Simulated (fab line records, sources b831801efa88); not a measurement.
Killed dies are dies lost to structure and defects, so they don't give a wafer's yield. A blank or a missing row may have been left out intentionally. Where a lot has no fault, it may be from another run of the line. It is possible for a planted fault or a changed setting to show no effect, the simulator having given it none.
Chamber matching :: flow sky130 :: SKY_VIA3_ETCH_14 on rieDiel-01 has 4 sister chambers
The step etches BARC in N2/H2, stops on SiO2, time 45.9 s, target depth 60 nm. 14 wafers are shown with their chamber, then 7 later ones without.

## WAFERS, EACH WITH ITS CHAMBER
wafer: L074.1
chamber: 3
drypumpMotorCurrentA (A): 5.6
h2FlowSccm (sccm): 199.8
oesProductAu (a.u.): 0.858

wafer: L074.4
chamber: 2
drypumpMotorCurrentA (A): 5.5
h2FlowSccm (sccm): 199.6
oesProductAu (a.u.): 0.848

wafer: L074.6
chamber: 2
drypumpMotorCurrentA (A): 5.6
h2FlowSccm (sccm): 200.5
oesProductAu (a.u.): 0.862

wafer: L080.1
chamber: 1
drypumpMotorCurrentA (A): 5.6
h2FlowSccm (sccm): 200.0
oesProductAu (a.u.): 0.860

wafer: L080.2
chamber: 3
drypumpMotorCurrentA (A): 5.6
h2FlowSccm (sccm): 200.7
oesProductAu (a.u.): 0.859

wafer: L080.5
chamber: 0
drypumpMotorCurrentA (A): 5.6
h2FlowSccm (sccm): 200.5
oesProductAu (a.u.): 0.861

wafer: L082.3
chamber: 1
drypumpMotorCurrentA (A): 5.6
h2FlowSccm (sccm): 199.2
oesProductAu (a.u.): 0.855

wafer: L082.5
chamber: 1
drypumpMotorCurrentA (A): 5.7
h2FlowSccm (sccm): 198.6
oesProductAu (a.u.): 0.849

wafer: L082.6
chamber: 0
drypumpMotorCurrentA (A): 5.6
h2FlowSccm (sccm): 200.4
oesProductAu (a.u.): 0.854

wafer: L085.2
chamber: 2
drypumpMotorCurrentA (A): 5.5
h2FlowSccm (sccm): 199.8
oesProductAu (a.u.): 0.854

wafer: L085.4
chamber: 3
drypumpMotorCurrentA (A): 5.6
h2FlowSccm (sccm): 199.4
oesProductAu (a.u.): 0.854

wafer: L085.5
chamber: 0
drypumpMotorCurrentA (A): 5.6
h2FlowSccm (sccm): 200.4
oesProductAu (a.u.): 0.855

wafer: L086.1
chamber: 3
drypumpMotorCurrentA (A): 5.6
h2FlowSccm (sccm): 200.8
oesProductAu (a.u.): 0.855

wafer: L086.3
chamber: 2
drypumpMotorCurrentA (A): 5.5
h2FlowSccm (sccm): 200.3
oesProductAu (a.u.): 0.862

SIGNATURES (averages over the wafers above)
reading: drypumpMotorCurrentA
chamber 0: 5.600
chamber 1: 5.633
chamber 2: 5.525
chamber 3: 5.600
scatter within a chamber: 0.0376

reading: h2FlowSccm
chamber 0: 200.433
chamber 1: 199.267
chamber 2: 200.050
chamber 3: 200.175
scatter within a chamber: 0.541

reading: oesProductAu
chamber 0: 0.85667
chamber 1: 0.85467
chamber 2: 0.85650
chamber 3: 0.85650
scatter within a chamber: 0.00495
Rule: a wafer's distance from a chamber is the root of the sum, over the readings, of the square of ((its reading less the chamber's mean) divided by the reading's scatter). If the next closest chamber is less than 2 further off than the closest, the wafer can't be placed; otherwise it belongs to the closest. How the scatter is found: for the shown wafers, subtract from each reading the mean of its chamber, square and add these, divide the total by (wafers less chambers), then take the root.

## WAFERS WITHOUT THEIR CHAMBER
wafer: L086.4
drypumpMotorCurrentA (A): 5.5
h2FlowSccm (sccm): 199.4
oesProductAu (a.u.): 0.859

wafer: L087.2
drypumpMotorCurrentA (A): 5.6
h2FlowSccm (sccm): 200.1
oesProductAu (a.u.): 0.857

wafer: L087.3
drypumpMotorCurrentA (A): 5.6
h2FlowSccm (sccm): 199.8
oesProductAu (a.u.): 0.863

wafer: L087.5
drypumpMotorCurrentA (A): 5.6
h2FlowSccm (sccm): 199.7
oesProductAu (a.u.): 0.855

wafer: L089.4
drypumpMotorCurrentA (A): 5.6
h2FlowSccm (sccm): 199.7
oesProductAu (a.u.): 0.853

wafer: L089.5
drypumpMotorCurrentA (A): 5.6
h2FlowSccm (sccm): 200.7
oesProductAu (a.u.): 0.861

wafer: L089.6
drypumpMotorCurrentA (A): 5.5
h2FlowSccm (sccm): 200.3
oesProductAu (a.u.): 0.857

## WHICH CHAMBER EACH WENT THROUGH
wafer: L086.4
from the rows above: can't be placed: 2 or 3 or 0
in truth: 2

wafer: L087.2
from the rows above: can't be placed: 3 or 0 or 1 or 2
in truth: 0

wafer: L087.3
from the rows above: can't be placed: 3 or 0 or 1 or 2
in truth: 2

wafer: L087.5
from the rows above: can't be placed: 3 or 1 or 0 or 2
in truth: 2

wafer: L089.4
from the rows above: can't be placed: 3 or 1 or 0 or 2
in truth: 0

wafer: L089.5
from the rows above: can't be placed: 0 or 3 or 2
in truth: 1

wafer: L089.6
from the rows above: can't be placed: 2 or 3 or 0
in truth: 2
Correctly placed: 0 of 7. Unplaceable from these rows: 7, with the true chamber sitting among the candidates in 6. Number placed wrongly: 0.
